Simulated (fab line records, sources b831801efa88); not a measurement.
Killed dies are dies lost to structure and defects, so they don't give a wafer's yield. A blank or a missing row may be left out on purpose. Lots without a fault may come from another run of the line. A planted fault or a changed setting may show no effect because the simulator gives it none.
Chamber matching | flow gf180mcu | GF_CONTACT_CMP_27 on cmp-01: 4 sister chambers
The step polishes, stops on SiO2, t overpolish 15 s, target thk 0 nm. 4 wafers are shown with their chamber, then 8 later ones without.

WAFERS WITH THEIR CHAMBER
wafer  | chamber | motor_current_A (A)
L606.6 | 1       | 12.5
L608.2 | 3       | 13.5
L608.6 | 2       | 13.1
L614.1 | 0       | 12.0

WAFERS WITHOUT THEIR CHAMBER
wafer  | motor_current_A (A)
L614.3 | 12.7
L614.6 | 11.5
L617.3 | 11.7
L617.5 | 12.9
L617.6 | 12.5
L619.1 | 12.8
L619.3 | 10.9
L619.4 | 11.9

WHICH CHAMBER EACH WENT THROUGH
wafer  | from the rows above               | in truth
L614.3 | can't be placed: 1 or 2 or 0 or 3 | 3
L614.6 | can't be placed: 0 or 1           | 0
L617.3 | can't be placed: 0 or 1           | 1
L617.5 | can't be placed: 2 or 1 or 3 or 0 | 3
L617.6 | can't be placed: 1 or 0 or 2      | 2
L619.1 | can't be placed: 2 or 1 or 3 or 0 | 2
L619.3 | can't be placed: 0 or 1           | 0
L619.4 | can't be placed: 0 or 1           | 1
Placed correctly: 0 of 8. Can't be placed from these rows: 8 (the true chamber is among the candidates in 8). Placed wrongly: 0.
How it was worked out, from the rows above alone: a wafer's distance from a chamber is the root of the sum, over the readings, of the square of ((its reading less the chamber's mean) divided by the reading's scatter). The wafer belongs to the nearest chamber; if the next one is less than 2 further off, it can't be placed. A chamber's mean is the mean of its shown wafers. The scatter: with one shown wafer a chamber, the root of the mean of the squares of how far each hidden wafer lies from its nearest shown one.
